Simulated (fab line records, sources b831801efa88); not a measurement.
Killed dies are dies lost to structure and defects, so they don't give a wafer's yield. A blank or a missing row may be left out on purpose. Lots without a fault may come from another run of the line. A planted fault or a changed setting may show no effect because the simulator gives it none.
fab line records | flow sky130 | part 1 of 2: steps 1 to 32 of 42
record lots=5 wafers=15 last_day=49
route steps=708 shown CAP2M@620 METAL4@621 VIA4@639 METAL5@661
lots that met no fault: from a run of the same line without faults
start_h: hours from the record's first day to the start of the lot's first wafer shown | wait_h: hours since the lot's step before | " the same as in the row above | L1.1+2: a row that stands for several wafers | - no value, or no start given | * or withheld: withheld | < > ~ a bound
route shown NAME@n: a module of which the file shows steps, and the number in the route of the first | usual: mean/standard deviation of fault-free wafers | same: alike in all rows | chamber/n: place in a boat | sites: the reading at each site | _std_site: their standard deviation | _edge_site: outer sites' mean less inner sites' | radius_mm: how far each site lies from the wafer's centre | mask NAME#n: copy n | behind: the tool/chamber that last shaped the wafer | hold: why the lot was held/for how many hours/how that ended | device: the transistor (n, p or np) that didn't switch | end of line: the same wafers' tests at the end of the route | a step without rows: its recipe alone | killed: dies lost to structure and defects at the first sort, not the wafer's yield | map: a wafer's dies, x killed, . not, _ none there
set.NAME: the setting as run; set.NAME@STEP: as run at that earlier step | model.NAME: the simulator's own value behind a step, which no gauge read
lots at some steps of the route; a table a step, a row a wafer
services: from which hour (start_h, from the record's first day; less than 0 if before it) a tool's chamber was out of use, for how many hours, and why
## steps
# step SKY_CAP2M_CLEAN_17
# recipe chemistry=O3/DIW dry=n2_spin
# columns lot.wafer tool chamber start_h wait_h
L074.1+3+5 wet_bench-01 3 957.04 0.0
L075.1+3+5 wet_bench-01 2 964.39 0.0
L084.1+2+6 wet_bench-01 0 1024.67 0.0
L087.1+3+5 wet_bench-01 1 1043.31 0.0
L092.2+4+5 wet_bench-01 0 1074.64 0.0
# step SKY_METAL4_DEHYDRATE_05
# recipe temp_c=200 time_s=60
# columns lot.wafer tool chamber start_h wait_h
L074.1+3+5 litho_track-04 0 968.29 11.1
L075.1+3+5 litho_track-02 0 975.38 10.9
L084.1+2+6 litho_track-02 0 1036.03 11.3
L087.1+3+5 litho_track-02 0 1053.73 10.3
L092.2+4+5 litho_track-01 0 1084.62 9.9
# step SKY_METAL4_HMDS_06
# recipe prime_time_s=60 prime_temp_c=120
# columns lot.wafer tool chamber start_h wait_h
L074.1+3+5 litho_track-04 0 968.44 0.1
L075.1+3+5 litho_track-02 0 975.53 0.1
L084.1+2+6 litho_track-02 0 1036.18 0.1
L087.1+3+5 litho_track-02 0 1053.88 0.1
L092.2+4+5 litho_track-01 0 1084.77 0.1
# step SKY_METAL4_COAT_07
# recipe resist=BARC temp_c=withheld time_s=withheld spin_rpm=3000 resist_thk_nm=60
# columns lot.wafer tool chamber start_h wait_h
L074.1+3+5 litho_track-04 0 968.59 0.1
L075.1+3+5 litho_track-02 0 975.68 0.1
L084.1+2+6 litho_track-02 0 1036.33 0.1
L087.1+3+5 litho_track-02 0 1054.03 0.1
L092.2+4+5 litho_track-01 0 1084.92 0.1
# step SKY_METAL4_COAT_08
# recipe resist=KrF-thick spin_rpm=3000 resist_thk_nm=1140
# columns lot.wafer tool chamber start_h wait_h
L074.1+3+5 litho_track-04 0 - -
L075.1+3+5 litho_track-02 0 - -
L084.1+2+6 litho_track-02 0 - -
L087.1+3+5 litho_track-02 0 - -
L092.2+4+5 litho_track-01 0 - -
# step SKY_METAL4_SOFTBAKE_09
# recipe temp_c=100 time_s=90 resist=KrF-thick
# columns lot.wafer tool chamber start_h wait_h
L074.1+3+5 litho_track-04 0 - -
L075.1+3+5 litho_track-02 0 - -
L084.1+2+6 litho_track-02 0 - -
L087.1+3+5 litho_track-02 0 - -
L092.2+4+5 litho_track-01 0 - -
# step SKY_METAL4_EXPOSE_10
# recipe mask_id=MM4 na=0.68 source_shape=annular sigma_inner=0.4 sigma_outer=0.8 target_cd_nm=300 dose_mj=28
# columns lot.wafer tool chamber start_h wait_h mask
L074.1+3+5 krf_scanner-01 0 - - MM4#0
L075.1+3+5 krf_scanner-01 0 - - MM4#0
L084.1+2+6 krf_scanner-02 0 - - MM4#0
L087.1+3+5 krf_scanner-01 0 - - MM4#0
L092.2+4+5 krf_scanner-01 0 - - MM4#0
# step SKY_METAL4_PEB_11
# recipe peb_temp_c=withheld peb_time_s=withheld resist=KrF-thick
# columns lot.wafer tool chamber start_h wait_h
L074.1+3+5 litho_track-02 0 - -
L075.1+3+5 litho_track-01 0 - -
L084.1+2+6 litho_track-04 0 - -
L087.1+3+5 litho_track-01 0 - -
L092.2+4+5 litho_track-04 0 - -
# step SKY_METAL4_DEVELOP_12
# recipe develop_time_s=60 resist=KrF-thick dev_temp_c=21
# columns lot.wafer tool chamber start_h wait_h
L074.1+3+5 litho_track-02 0 - -
L075.1+3+5 litho_track-01 0 - -
L084.1+2+6 litho_track-04 0 - -
L087.1+3+5 litho_track-01 0 - -
L092.2+4+5 litho_track-04 0 - -
# step SKY_METAL4_CD_MEAS_13
# recipe target_cd_nm=300
# usual cd_nm=300.9/1.4
# columns lot.wafer tool chamber start_h wait_h cd_nm
L074.1 cd_sem-02 - 981.18 - 301.3
L074.3 " - " " 301.4
L074.5 " - " " 301.2
L075.1 cd_sem-02 - 988.29 - 301.1
L075.3 " - " " 301.6
L075.5 " - " " 299.7
L084.1 cd_sem-01 - 1047.49 - 300.2
L084.2 " - " " 300.6
L084.6 " - " " 301.1
L087.1 cd_sem-02 - 1065.30 - 300.8
L087.3 " - " " 299.0
L087.5 " - " " 301.2
L092.2 cd_sem-01 - 1095.26 - 304.8
L092.4 " - " " 303.0
L092.5 " - " " 303.8
# step SKY_METAL4_OVL_MEAS_14
# usual METAL4_OVL=-3/5.3
# columns lot.wafer tool chamber start_h wait_h METAL4_OVL[nm]
L074.1 overlay-01 - 981.30 0.1 1
L074.3 " - " " 2
L074.5 " - " " 4
L075.1 overlay-01 - 988.41 0.1 -4
L075.3 " - " " 3
L075.5 " - " " 1
L084.1 overlay-02 - 1047.61 0.1 -5
L084.2 " - " " -14
L084.6 " - " " -6
L087.1 overlay-02 - 1065.42 0.1 -3
L087.3 " - " " -8
L087.5 " - " " -8
L092.2 overlay-02 - 1095.36 0.1 -14
L092.4 " - " " -13
L092.5 " - " " -12
# step SKY_METAL4_DESCUM_15
# recipe chemistry=O2 source_power_w=150 bias_power_w=0 pressure_mtorr=10 temp_c=40 time_s=8
# usual drypump_motor_current_A=5.5/0.49 he_backside_leak_sccm=3.3/0.32 oes_product_au=0.996/0.0087
# columns lot.wafer tool chamber start_h wait_h drypump_motor_current_A he_backside_leak_sccm oes_product_au rf_hours_counter_h
L074.1 rie_metal-03 1 981.34 0.0 5.0 3.5 0.995 11
L074.3 " 1 " " 5.0 3.6 1.001 -
L074.5 " 1 " " 5.0 3.5 0.984 -
L075.1 rie_metal-02 0 988.45 0.0 4.8 3.2 1.005 13
L075.3 " 0 " " 4.8 3.2 1.000 -
L075.5 " 0 " " 4.8 3.1 1.005 -
L084.1 rie_metal-01 1 1047.64 0.0 5.8 3.2 0.995 16
L084.2 " 0 " " 5.6 3.2 1.003 11
L084.6 " 0 " " 5.6 3.2 0.987 -
L087.1 rie_metal-01 0 1065.45 0.0 5.6 2.9 1.006 12
L087.3 " 0 " " 5.7 2.9 0.991 -
L087.5 " 1 " " 5.8 3.3 0.997 -
L092.2 rie_metal-02 1 1095.41 0.0 5.7 3.2 0.989 -
L092.4 " 1 " " 5.7 3.2 1.009 -
L092.5 " 1 " " 5.7 3.1 1.006 -
# step SKY_METAL4_ETCH_16
# recipe chemistry=N2/H2 target=BARC ion_energy_ev=200 bias_w=100 pressure_mtorr=30 n2_flow_sccm=100 h2_flow_sccm=200 icp_w=500 stop_on=SiO2 time_s=88.2 target_depth_a=600
# usual drypump_motor_current_A=5.5/0.49 h2_flow_sccm=200.0/0.62 he_backside_leak_sccm=3.3/0.34 oes_product_au=0.626/0.0047 throttle_valve_pct=13.205/0.0086
# columns lot.wafer tool chamber start_h wait_h drypump_motor_current_A h2_flow_sccm he_backside_leak_sccm oes_product_au rf_hours_counter_h throttle_valve_pct
L074.1 rie_metal-03 1 981.37 0.0 5.0 200.8 3.4 0.624 11 13.198
L074.3 " 1 " " 5.0 200.0 3.4 0.627 - 13.205
L074.5 " 1 " " 5.0 200.6 3.4 0.630 - 13.211
L075.1 rie_metal-02 0 988.51 0.1 4.7 199.8 3.1 0.625 13 13.203
L075.3 " 0 " " 4.7 198.6 3.1 0.632 - 13.212
L075.5 " 0 " " 4.7 199.3 3.2 0.634 - 13.223
L084.1 rie_metal-01 1 1047.68 0.0 5.8 200.3 3.0 0.631 16 13.210
L084.2 " 0 " " 5.7 200.7 3.1 0.628 11 13.207
L084.6 " 0 " " 5.7 201.1 3.2 0.632 - 13.190
L087.1 rie_metal-01 0 1065.48 0.0 5.7 199.9 3.0 0.632 12 13.199
L087.3 " 0 " " 5.6 201.1 3.0 0.627 - 13.218
L087.5 " 1 " " 5.8 199.7 3.2 0.618 - 13.193
L092.2 rie_metal-02 1 1095.49 0.1 5.7 200.0 3.0 0.621 - 13.204
L092.4 " 1 " " 5.7 200.9 3.1 0.625 - 13.188
L092.5 " 1 " " 5.7 200.4 2.9 0.621 - 13.200
# step SKY_METAL4_ETCH_17
# recipe target=SiO2 stop_on=TiN chemistry=C4F8/O2/Ar source_w=1500 bias_w=1200 pressure_mtorr=40 c4f8_flow_sccm=withheld O2_flow_sccm=6 Ar_flow_sccm=300 time_s=3.9 target_depth_a=150
# usual oes_product_au=0.753/0.0076
# columns lot.wafer tool chamber start_h wait_h oes_product_au
L074.1 rie_diel-03 3 981.47 0.1 0.748
L074.3 " 1 " " 0.752
L074.5 " 1 " " 0.753
L075.1 rie_diel-04 3 988.71 0.2 0.747
L075.3 " 2 " " 0.751
L075.5 " 1 " " 0.744
L084.1 rie_diel-03 3 1047.77 0.1 0.747
L084.2 " 1 " " 0.758
L084.6 " 3 " " 0.765
L087.1 rie_diel-03 1 1065.58 0.1 0.757
L087.3 " 2 " " 0.755
L087.5 " 0 " " 0.766
L092.2 rie_diel-02 0 1095.65 0.1 0.748
L092.4 " 3 " " 0.751
L092.5 " 0 " " 0.759
# step SKY_METAL4_METAL_ETCH_18
# recipe target_depth_a=8450 stop_on=SiO2 over_etch_frac=0.3 time_s=183.1 chemistry=Cl2/BCl3 resist_sidewall_deg=88 pressure_mtorr=10 icp_w=900 bias_w=48.5 Cl2_flow_sccm=60 bcl3_flow_sccm=30
# usual drypump_motor_current_A=5.5/0.51 he_backside_leak_sccm=3.37/0.27 oes_product_au=0.865/0.0053 throttle_valve_pct=22.265/0.0085
# same over_etch_frac=0.3
# columns lot.wafer tool chamber start_h wait_h drypump_motor_current_A he_backside_leak_sccm oes_product_au rf_hours_counter_h throttle_valve_pct
L074.1 rie_metal-01 1 981.49 0.0 5.8 3.30 0.860 12 22.259
L074.3 " 1 " " 5.8 3.25 0.867 - 22.255
L074.5 " 1 " " 5.8 3.19 0.861 - 22.282
L075.1 rie_metal-03 0 988.73 0.0 6.1 3.55 0.867 13 22.273
L075.3 " 0 " " 6.1 3.81 0.869 - 22.254
L075.5 " 0 " " 6.1 3.46 0.861 - 22.269
L084.1 rie_metal-03 1 1047.79 0.0 5.0 3.43 0.868 16 22.277
L084.2 " 0 " " 6.1 3.70 0.856 17 22.263
L084.6 " 1 " " 5.0 3.51 0.865 - 22.258
L087.1 rie_metal-02 0 1065.60 0.0 4.8 3.06 0.865 20 22.265
L087.3 " 0 " " 4.8 3.15 0.868 - 22.259
L087.5 " 0 " " 4.8 3.14 0.865 - 22.247
L092.2 rie_metal-03 0 1095.67 0.0 6.1 3.73 0.859 21 22.278
L092.4 " 1 " " 5.0 3.37 0.862 - 22.261
L092.5 " 0 " " 6.1 3.54 0.864 - 22.267
# step SKY_METAL4_STRIP_19
# recipe chemistry=O2/N2 power_w=1400 pressure_mtorr=1500 platen_temp_c=withheld o2_flow_sccm=3000 n2_flow_sccm=300 overash_fraction=0.5
# usual drypump_motor_current_A=5.82/0.24 oes_product_au=0.505/0.0055 strip_time_to_endpoint_s=6.59/0.073
# columns lot.wafer tool chamber start_h wait_h drypump_motor_current_A oes_product_au rf_hours_counter_h strip_time_to_endpoint_s
L074.1 plasma_asher-04 0 981.66 0.1 6.23 0.507 113 6.63
L074.3 " 0 " " 6.22 0.498 - 6.51
L074.5 " 0 " " 6.20 0.506 - 6.61
L075.1 plasma_asher-03 1 988.91 0.1 5.59 0.499 86 6.48
L075.3 " 0 " " 5.59 0.502 - 6.51
L075.5 " 0 " " 5.56 0.492 - 6.52
L084.1 plasma_asher-04 0 1047.97 0.1 6.20 0.506 117 6.73
L084.2 " 1 " " 6.07 0.508 117 6.71
L084.6 " 1 " " 6.07 0.515 - 6.75
L087.1 plasma_asher-03 1 1065.78 0.1 5.60 0.511 95 6.47
L087.3 " 0 " " 5.56 0.504 - 6.50
L087.5 " 1 " " 5.61 0.504 - 6.52
L092.2 plasma_asher-02 0 1095.85 0.1 6.10 0.506 37 6.64
L092.4 " 1 " " 5.68 0.510 - 6.65
L092.5 " 0 " " 6.11 0.510 - 6.67
# step SKY_METAL4_STRIP_20
# recipe chemistry=post_etch_residue_remover time_s=1200 temp_c=72.5
# columns lot.wafer tool chamber start_h wait_h
L074.1+3+5 wet_bench-01 0 981.76 0.1
L075.1+3+5 wet_bench-02 2 989.01 0.1
L084.1+2+6 wet_bench-03 1 1048.07 0.1
L087.1+3+5 wet_bench-01 1 1065.88 0.1
L092.2+4+5 wet_bench-02 3 1095.95 0.1
# step SKY_METAL4_CLEAN_21
# recipe chemistry=IPA time_s=180 temp_c=25
# columns lot.wafer tool chamber start_h wait_h
L074.1+3+5 wet_bench-02 3 982.10 0.0
L075.1+3+5 wet_bench-01 0 989.35 0.0
L084.1+2+6 wet_bench-01 2 1048.48 0.0
L087.1+3+5 wet_bench-03 3 1066.22 0.0
L092.2+4+5 wet_bench-01 3 1096.29 0.0
# step SKY_METAL4_CLEAN_22
# recipe chemistry=O3/DIW dry=n2_spin
# columns lot.wafer tool chamber start_h wait_h
L074.1+3+5 wet_bench-03 1 982.16 0.0
L075.1+3+5 wet_bench-03 0 989.41 0.0
L084.1+2+6 wet_bench-03 2 1048.54 0.0
L087.1+3+5 wet_bench-03 0 1066.28 0.0
L092.2+4+5 wet_bench-02 1 1096.35 0.0
# step SKY_VIA4_HDPCVD_00
# recipe material=SiO2 target_thk_nm=1750 sigma_open_frac=0.3 time_s=291.7 temp_c=400 sih4_flow_sccm=60 pressure_mtorr=6
# columns lot.wafer tool chamber start_h wait_h
L074.1+3+5 hdpcvd-02 2,0,0 982.25 0.0
L075.1+3+5 hdpcvd-02 0,1,0 989.50 0.0
L084.1+2+6 hdpcvd-01 1,2,2 1048.64 0.0
L087.1+3+5 hdpcvd-01 1,0,2 1066.37 0.0
L092.2+4+5 hdpcvd-01 1,0,2 1096.45 0.0
# step SKY_VIA4_THK_MEAS_01
# recipe reads=SiO2_of_VIA4_HDPCVD_00
# usual VIA4_HDPCVD_THK=1752/16
# columns lot.wafer tool chamber start_h wait_h VIA4_HDPCVD_THK[nm]
L074.1 film_metro-02 - 982.43 0.1 1773
L074.3 " - " " 1767
L074.5 " - " " 1766
L075.1 film_metro-02 - 989.68 0.1 1763
L075.3 " - " " 1728
L075.5 " - " " 1750
L084.1 film_metro-02 - 1048.82 0.1 1755
L084.2 " - " " 1760
L084.6 " - " " 1726
L087.1 film_metro-02 - 1066.55 0.1 1751
L087.3 " - " " 1737
L087.5 " - " " 1744
L092.2 film_metro-01 - 1096.64 0.1 1741
L092.4 " - " " 1770
L092.5 " - " " 1776
# step SKY_VIA4_CMP_02
# recipe material=SiO2 down_force_psi=4 platen_rpm=60 pad_velocity_m_s=0.94248
# usual motor_current_A=12.6/1.2
# columns lot.wafer tool chamber start_h wait_h motor_current_A
L074.3 cmp-02 2 982.54 0.1 14.3
L074.1 " 0 " " 12.8
L074.5 " 2 " " 14.2
L075.1 cmp-02 0 989.79 0.1 13.6
L075.3 " 2 " " 15.1
L075.5 " 3 " " 12.6
L084.1 cmp-02 2 1048.88 0.1 14.4
L084.2 " 1 " " 11.8
L084.6 " 3 " " 12.0
L087.3 cmp-01 1 1066.61 0.0 12.0
L087.1 " 3 " " 10.9
L087.5 " 1 " " 11.4
L092.4 cmp-01 2 1096.79 0.1 10.6
L092.2 " 3 " " 11.1
L092.5 " 0 " " 13.6
# step SKY_VIA4_BOW_MEAS_03
# recipe mode=bow
# usual VIA4_BOW=78/7.8
# columns lot.wafer tool chamber start_h wait_h VIA4_BOW[um]
L074.1 film_metro-02 - 982.79 0.1 71
L074.3 " - " " 78
L074.5 " - " " 78
L075.1 film_metro-03 - 990.04 0.2 75
L075.3 " - " " 71
L075.5 " - " " 74
L084.1 film_metro-01 - 1049.18 0.2 84
L084.2 " - " " 81
L084.6 " - " " 78
L087.1 film_metro-01 - 1066.91 0.1 68
L087.3 " - " " 79
L087.5 " - " " 86
L092.2 film_metro-03 - 1097.01 0.1 70
L092.4 " - " " 84
L092.5 " - " " 67
# step SKY_VIA4_DEHYDRATE_04
# recipe temp_c=200 time_s=60
# columns lot.wafer tool chamber start_h wait_h
L074.1+3+5 litho_track-02 0 993.53 10.7
L075.1+3+5 litho_track-02 0 1001.13 11.1
L084.1+2+6 litho_track-03 0 1059.68 10.5
L087.1+3+5 litho_track-02 0 1076.43 9.5
L092.2+4+5 litho_track-02 0 1106.56 9.5
# step SKY_VIA4_HMDS_05
# recipe prime_time_s=60 prime_temp_c=120
# columns lot.wafer tool chamber start_h wait_h
L074.1+3+5 litho_track-02 0 993.68 0.1
L075.1+3+5 litho_track-02 0 1001.28 0.1
L084.1+2+6 litho_track-03 0 1059.83 0.1
L087.1+3+5 litho_track-02 0 1076.58 0.1
L092.2+4+5 litho_track-02 0 1106.71 0.1
# step SKY_VIA4_COAT_06
# recipe resist=NOVOLAK spin_rpm=3000 resist_thk_nm=1140
# columns lot.wafer tool chamber start_h wait_h
L074.1+3+5 litho_track-02 0 993.83 0.1
L075.1+3+5 litho_track-02 0 1001.43 0.1
L084.1+2+6 litho_track-03 0 1059.98 0.1
L087.1+3+5 litho_track-02 0 1076.73 0.1
L092.2+4+5 litho_track-02 0 1106.86 0.1
# step SKY_VIA4_SOFTBAKE_07
# recipe temp_c=90 time_s=60 resist=NOVOLAK
# columns lot.wafer tool chamber start_h wait_h
L074.1+3+5 litho_track-02 0 993.98 0.1
L075.1+3+5 litho_track-02 0 1001.58 0.1
L084.1+2+6 litho_track-03 0 1060.13 0.1
L087.1+3+5 litho_track-02 0 1076.88 0.1
L092.2+4+5 litho_track-02 0 1107.01 0.1
# step SKY_VIA4_EXPOSE_08
# recipe mask_id=VIM4 na=0.6 source_shape=conventional sigma_outer=0.6 polarization=unpolarized target_cd_nm=800 dose_mj=132
# columns lot.wafer tool chamber start_h wait_h mask
L074.1+3+5 iline_stepper-01 0 - - VIM4#0
L075.1+3+5 iline_stepper-01 0 - - VIM4#0
L084.1+2+6 iline_stepper-01 0 - - VIM4#0
L087.1+3+5 iline_stepper-01 0 - - VIM4#0
L092.2+4+5 iline_stepper-02 0 - - VIM4#0
# step SKY_VIA4_PEB_09
# recipe temp_c=withheld time_s=* resist=NOVOLAK
# columns lot.wafer tool chamber start_h wait_h
L074.1+3+5 litho_track-02 0 - -
L075.1+3+5 litho_track-01 0 - -
L084.1+2+6 litho_track-01 0 - -
L087.1+3+5 litho_track-01 0 - -
L092.2+4+5 litho_track-03 0 - -
# step SKY_VIA4_DEVELOP_10
# recipe resist=NOVOLAK developer=TMAH develop_time_s=60 dev_temp_c=23
# columns lot.wafer tool chamber start_h wait_h
L074.1+3+5 litho_track-02 0 1005.93 0.1
L075.1+3+5 litho_track-01 0 1013.55 0.1
L084.1+2+6 litho_track-01 0 1070.15 0.1
L087.1+3+5 litho_track-01 0 1087.35 0.1
L092.2+4+5 litho_track-03 0 1116.45 0.1
# step SKY_VIA4_OVL_MEAS_11
# usual VIA4_OVL=0.0/1.7
# columns lot.wafer tool chamber start_h wait_h VIA4_OVL[nm]
L074.1 overlay-01 - 1006.08 0.1 -1.6
L074.3 " - " " -1.3
L074.5 " - " " -0.5
L075.1 overlay-01 - 1013.70 0.1 1.9
L075.3 " - " " 0.1
L075.5 " - " " 0.2
L084.1 overlay-02 - 1070.30 0.1 -2.8
L084.2 " - " " -2.3
L084.6 " - " " -2.2
L087.1 overlay-02 - 1087.50 0.1 -1.7
L087.3 " - " " -0.8
L087.5 " - " " -0.5
L092.2 overlay-02 - 1116.58 0.1 0.9
L092.4 " - " " -0.8
L092.5 " - " " 0.3
# step SKY_VIA4_ETCH_12
# recipe target=SiO2 chemistry=C4F8/O2/Ar stop_on=TiN mask_material=NOVOLAK source_w=1500 bias_w=1200 pressure_mtorr=40 c4f8_flow_sccm=withheld O2_flow_sccm=6 Ar_flow_sccm=300 time_s=withheld target_depth_a=5800
# usual oes_product_au=0.925/0.005
# columns lot.wafer tool chamber start_h wait_h oes_product_au
L074.1 rie_diel-04 1 1006.12 0.0 0.924
L074.3 " 0 " " 0.924
L074.5 " 0 " " 0.934
L075.1 rie_diel-04 2 1013.73 0.0 0.923
L075.3 " 3 " " 0.918
L075.5 " 1 " " 0.932
L084.1 rie_diel-01 1 1070.33 0.0 0.926
L084.2 " 3 " " 0.922
L084.6 " 1 " " 0.928
L087.1 rie_diel-01 2 1087.53 0.0 0.922
L087.3 " 0 " " 0.928
L087.5 " 1 " " 0.930
L092.2 rie_diel-02 1 1116.61 0.0 0.932
L092.4 " 1 " " 0.920
L092.5 " 3 " " 0.932
